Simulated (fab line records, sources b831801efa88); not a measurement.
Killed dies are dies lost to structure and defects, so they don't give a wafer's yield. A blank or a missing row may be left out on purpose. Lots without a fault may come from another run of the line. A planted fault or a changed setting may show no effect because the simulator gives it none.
Problem report in the 8D (eight disciplines) form, filled by code | flow gf180mcu | the parts of the form that need people (team, actions taken, sign-off) are left out

1. THE PROBLEM
beam_energy_keV at GF_LVPWELL_IMPLANT_09 reads a mean of 62.031 on 6 wafers of 2 lots; wafers without a fault read 60.004 with a standard deviation of 0.02. That is +99 or more standard deviations from the usual mean.
First seen on wafer L838.2, day 6 03:46, on implanter-03. The record holds 18 wafers of 6 lots with a number at this step. Rule for "out", or "out of limits": more than 4 standard deviations from the usual mean. The other wafers with a number count as sound.

2. WHAT IT IS AND WHAT IT IS NOT
question                    | is                     | is not
which readings at this step | beam_energy_keV        | -
which lots                  | L838, L839             | L831, L835, L846, L850
which wafers of those lots  | all that have a number | -
read on which tools         | implanter-03           | implanter-01, implanter-02
when                        | from day 6 03:46       | up to then (6 sound wafers); but 6 sound wafers of L846, L850 came after

3. SUSPECTS, AND WHAT RULES EACH OUT
Counting: a tool at a process step up to the reading stays a suspect if it ran every lot that is out and no sound lot after the first of them.
- implanter-03 at GF_LVPWELL_IMPLANT_09: kept. It ran every lot that is out, first L838 (day 6 03:46), and no sound lot after that; its last sound lot up to then is L835 (day 5 10:46). Its own readings are out on those wafers: beam_energy_keV.
Left after counting: implanter-03 at GF_LVPWELL_IMPLANT_09.

4. THE CAUSE (what the simulator had put in)
Process parameter drift: implanter-03, from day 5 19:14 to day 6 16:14, at GF_LVPWELL_IMPLANT_09. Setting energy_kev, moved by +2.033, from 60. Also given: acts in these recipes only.
Counting left only this tool.

5. THE CHAIN OF EFFECTS, in route order
Each row: a reading whose mean over the struck wafers that have a number lies more than 3 standard deviations from the usual. Only readings for which the record gives a usual standard deviation are gone through. hours: the time from each lot's start at the first step in this table that gives one to its start at this step, as a median over the lots. sigmas: the change in usual standard deviations.
hours | step                  | reading         | usual  | on struck wafers | change | sigmas
0     | GF_LVPWELL_IMPLANT_09 | beam_energy_keV | 60.004 | 62.031           | +2.027 | +99 or more
The process steps in it:
- GF_LVPWELL_IMPLANT_09

6. WHAT WOULD HAVE CAUGHT IT SOONER
In this record the first reading out of limits was taken at day 6 03:46, 9 hours after the fault began at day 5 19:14.
